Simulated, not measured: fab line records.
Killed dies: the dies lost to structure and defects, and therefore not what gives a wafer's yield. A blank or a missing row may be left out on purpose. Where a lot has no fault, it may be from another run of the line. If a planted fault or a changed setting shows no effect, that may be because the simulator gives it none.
A struck lot beside a sound one + flow gf180mcu + 14 steps out of a route of 602
Sound: these wafers, L145.2, L145.4, L145.6. Wafers struck: L151.2, L151.3, L151.5. The cause is given at the end.
Each step with rows lists, per side, the tool, then ch with its chambers, then its first start. Under that, the readings that differ: sound wafers + struck wafers + difference of the means + sigmas: that difference in standard deviations of wafers without a fault.
alike: readings whose means differ by less than 2 such deviations, and words and numbers that are the same on both sides. not compared: withheld readings, readings that some wafer has no value for, bounds like >300 that may hide the same value, and numbers for which the record gives no deviation and whose values overlap.
A row with sigmas, a row that says differs or no value, or rows on one side alone: a step with any of these is where the two part. Numbers that have no deviation but don't overlap get no sigmas and don't part them. Lack of a reading on every wafer of one side parts them only where that side has two or more wafers.

first, 1 step without rows for these wafers: GF_V5_CVD_00 (deposits SiO2, target thk 300 nm, time 50 s).
GF_V5_THK_MEAS_01:
  struck on film_metro-01, day 29 03:19; sound on film_metro-01, day 27 03:01
  alike: V5_CVD_00_THK
GF_V5_CVD_02: deposits SiO2 from TEOS, target thk 1450 nm, time 163.28 s.
  sound on pecvd-04 ch 1,2, day 27 03:04; struck on pecvd-02 ch 0,1, day 29 03:22
  alike: heater_power_w
GF_V5_THK_MEAS_03:
  struck on film_metro-01, day 29 03:29; sound on film_metro-01, day 27 03:11
  alike: V5_CVD_02_THK
GF_V5_CMP_04: polishes SiO2.
  sound on cmp-02 ch 1,3, day 27 03:23; struck on cmp-01 ch 0,2,3, day 29 03:38
  alike: edge_zone_pressure_frac, motor_current_A
GF_V5_BOW_MEAS_05:
  struck on film_metro-02, day 29 03:51; sound on film_metro-02, day 27 03:39
  alike: V5_BOW
then, 6 steps without rows for these wafers: GF_V5_DEHYDRATE_06 (time 60 s); GF_V5_HMDS_07 (prime time 60 s); GF_V5_COAT_08; GF_V5_COAT_09 (resist thk 1000 nm); GF_V5_SOFTBAKE_10 (time 60 s); GF_V5_EXPOSE_11 (exposes mask Via5, target cd 260 nm).
GF_V5_PEB_12: peb time 90 s.
  sound on litho_track-01 ch 0, day 27 23:40; struck on litho_track-03, day 29 22:53
  no value came back on the struck wafers for chill_plate_temp_C (C), exhaust_pa (Pa); on the sound wafers chill_plate_temp_C (C) reads 22.99 22.91 22.97
then, 1 step without rows for these wafers: GF_V5_DEVELOP_13 (develop time 60 s).

WHERE THEY PART
GF_V5_PEB_12 only, going by this record.

WHY: what the simulator had put in
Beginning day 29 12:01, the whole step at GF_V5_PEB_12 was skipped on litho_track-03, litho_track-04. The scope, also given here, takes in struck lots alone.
